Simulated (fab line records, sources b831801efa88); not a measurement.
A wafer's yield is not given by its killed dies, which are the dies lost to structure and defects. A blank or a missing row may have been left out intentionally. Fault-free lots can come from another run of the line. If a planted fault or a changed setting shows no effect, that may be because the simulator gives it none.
One fault seen from 2 desks | flow gf180mcu | only its own numbers are on each desk; what lay behind them is given at the end

AT THE TOOL OWNER'S DESK: cmp-02
The tool's own readings at GF_CONTACT_CMP_27 (polishes, stops on SiO2, t overpolish 15 s, target thk 0 nm): means of the sampled wafers that have a number, for each lot that ran on this tool. Any lot whose mean is over 4 standard deviations away from the usual mean is out of limits and marked OUT; that distance is given in the brackets.
Columns: A = head-pressure-psi at GF_CONTACT_CMP_27, usual 3.500 psi; B = motor-current-A at GF_CONTACT_CMP_27, usual 11.2 A; C = overpolish-run-s at GF_CONTACT_CMP_27, usual 15.000 s; D = time-to-endpoint-s at GF_CONTACT_CMP_27, usual 72 s
lot  | first seen here | A               | B    | C      | D
L124 | day 16 05:19    | 3.497           | 11.8 | 14.997 | 71
L125 | day 16 10:13    | 3.499           | 11.3 | 14.995 | 72
L126 | day 17 00:28    | 3.501           | 11.4 | 15.001 | 72
L128 | day 17 16:30    | 3.802 (+38) OUT | 12.2 | 15.000 | 64
L130 | day 18 06:20    | 3.799 (+38) OUT | 12.5 | 14.995 | 65
L140 | day 22 02:04    | 3.501           | 11.9 | 15.000 | 74
L142 | day 22 17:06    | 3.505           | 11.7 | 14.997 | 75
L145 | day 23 10:21    | 3.497           | 11.9 | 15.006 | 72
L146 | day 23 19:07    | 3.507           | 11.9 | 14.995 | 70
This desk's finding: out of limits on L128, L130; first on L128, day 17 16:30 (head-pressure-psi at GF_CONTACT_CMP_27). L124, L125, L126, L140, L142, L145, L146 stayed within limits.

THE METROLOGY DESK
Means of the sampled wafers that have a number, per lot and without regard to the tool the lot ran on: this is what the gauges read. Any lot whose mean is over 4 standard deviations away from the usual mean is out of limits and marked OUT; that distance is given in the brackets.
Columns: A = cd-nm at GF_HV_LDD_CD_MEAS_19, usual 399.5 nm; B = PASSIVATION_BOW at GF_PASSIVATION_BOW_MEAS_14, usual 136 um
lot  | first seen here | A     | B
L124 | day 10 21:20    | 397.9 | 131
L125 | day 11 02:33    | 398.9 | 147
L126 | day 11 13:25    | 400.1 | 125
L128 | day 12 03:23    | 398.7 | 145
L130 | day 12 13:56    | 401.9 | 137
L133 | day 13 22:28    | 402.0 | 115
L139 | day 15 17:15    | 396.4 | 145
L140 | day 15 20:45    | 397.2 | 146
L141 | day 16 06:22    | 399.2 | 144
L142 | day 16 12:49    | 400.6 | 132
L144 | day 16 23:52    | 396.9 | 143
L145 | day 17 04:49    | 400.4 | 131
L146 | day 17 13:23    | 400.4 | 138
L147 | day 18 00:25    | 400.7 | 135
This desk's finding: nothing out of limits on any of the 14 lots.

PUT TOGETHER
On L128, L130, at day 17 16:30, an alarm was possible from the tool owner's desk.
The metrology desk saw nothing out of limits.
The metrology desk holds a record of L128, L130, inside its limits.
The lots listed all ran GF_CONTACT_CMP_27 on cmp-02.

WHAT THE SIMULATOR PUT IN
cmp-02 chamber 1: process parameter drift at GF_CONTACT_CMP_27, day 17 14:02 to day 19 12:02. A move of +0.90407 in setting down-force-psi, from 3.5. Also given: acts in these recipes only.
Lots struck among those shown: L128, L130.
Delay in hours, fault start to first out-of-limits reading, by desk: the tool owner's desk at 2.
